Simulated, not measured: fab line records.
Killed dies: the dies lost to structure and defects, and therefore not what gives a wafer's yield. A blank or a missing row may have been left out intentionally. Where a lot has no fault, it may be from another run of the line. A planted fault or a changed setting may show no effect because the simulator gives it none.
Matching of chambers :: flow sky130 :: rieDiel-03 running SKY_LI_CONTACT_ETCH_15: 4 sister chambers
The step etches PSG in C4F8/O2/Ar, stops on Si, target depth 600 nm. 20 wafers are shown with their chamber, then 10 later ones without.

== EACH WAFER AND ITS CHAMBER ==
wafer: L076.1
chamber: 2
oesProductAu (a.u.): 0.838

wafer: L076.2
chamber: 1
oesProductAu (a.u.): 0.835

wafer: L076.4
chamber: 3
oesProductAu (a.u.): 0.836

wafer: L081.1
chamber: 3
oesProductAu (a.u.): 0.842

wafer: L081.2
chamber: 2
oesProductAu (a.u.): 0.831

wafer: L081.3
chamber: 1
oesProductAu (a.u.): 0.841

wafer: L080.2
chamber: 0
oesProductAu (a.u.): 0.840

wafer: L080.4
chamber: 3
oesProductAu (a.u.): 0.836

wafer: L080.5
chamber: 3
oesProductAu (a.u.): 0.839

wafer: L083.1
chamber: 0
oesProductAu (a.u.): 0.846

wafer: L083.2
chamber: 3
oesProductAu (a.u.): 0.834

wafer: L083.3
chamber: 1
oesProductAu (a.u.): 0.835

wafer: L083.4
chamber: 0
oesProductAu (a.u.): 0.836

wafer: L083.5
chamber: 1
oesProductAu (a.u.): 0.837

wafer: L083.6
chamber: 3
oesProductAu (a.u.): 0.838

wafer: L087.1
chamber: 1
oesProductAu (a.u.): 0.837

wafer: L087.2
chamber: 3
oesProductAu (a.u.): 0.836

wafer: L087.3
chamber: 0
oesProductAu (a.u.): 0.843

wafer: L087.4
chamber: 2
oesProductAu (a.u.): 0.842

wafer: L087.5
chamber: 3
oesProductAu (a.u.): 0.841

SIGNATURES (means of the wafers above)
reading: oesProductAu
chamber 0: 0.84125
chamber 1: 0.83700
chamber 2: 0.83700
chamber 3: 0.83775
scatter within a chamber: 0.00348
Rule: for a wafer and a chamber, the distance is found by dividing, reading by reading, the gap between the wafer's reading and the chamber's mean by the reading's scatter, squaring, summing and taking the root. The wafer belongs to the nearest chamber; if the next one is less than 2 further off, it can't be placed. The scatter: take each reading less its chamber's mean, square it, sum over the shown wafers, divide by the number of wafers less the number of chambers, and take the root.

== WAFERS WHOSE CHAMBER IS MISSING ==
wafer: L087.6
oesProductAu (a.u.): 0.837

wafer: L086.1
oesProductAu (a.u.): 0.842

wafer: L086.4
oesProductAu (a.u.): 0.842

wafer: L086.5
oesProductAu (a.u.): 0.841

wafer: L090.3
oesProductAu (a.u.): 0.840

wafer: L090.4
oesProductAu (a.u.): 0.835

wafer: L090.5
oesProductAu (a.u.): 0.834

wafer: L096.1
oesProductAu (a.u.): 0.836

wafer: L096.4
oesProductAu (a.u.): 0.844

wafer: L096.6
oesProductAu (a.u.): 0.827

== WHICH CHAMBER EACH ONE RAN IN ==
wafer: L087.6
from the rows above: can't be placed: 1 or 2 or 3 or 0
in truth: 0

wafer: L086.1
from the rows above: can't be placed: 0 or 3 or 1 or 2
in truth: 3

wafer: L086.4
from the rows above: can't be placed: 0 or 3 or 1 or 2
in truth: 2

wafer: L086.5
from the rows above: can't be placed: 0 or 3 or 1 or 2
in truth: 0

wafer: L090.3
from the rows above: can't be placed: 0 or 3 or 1 or 2
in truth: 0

wafer: L090.4
from the rows above: can't be placed: 1 or 2 or 3 or 0
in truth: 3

wafer: L090.5
from the rows above: can't be placed: 1 or 2 or 3 or 0
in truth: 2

wafer: L096.1
from the rows above: can't be placed: 1 or 2 or 3 or 0
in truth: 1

wafer: L096.4
from the rows above: can't be placed: 0 or 3 or 1 or 2
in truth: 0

wafer: L096.6
from the rows above: can't be placed: 1 or 2 or 3 or 0
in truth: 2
Correct placement for 0 of the 10. Not placeable from these rows: 10 (in 10, the candidates include the true chamber). Placed wrongly: 0.
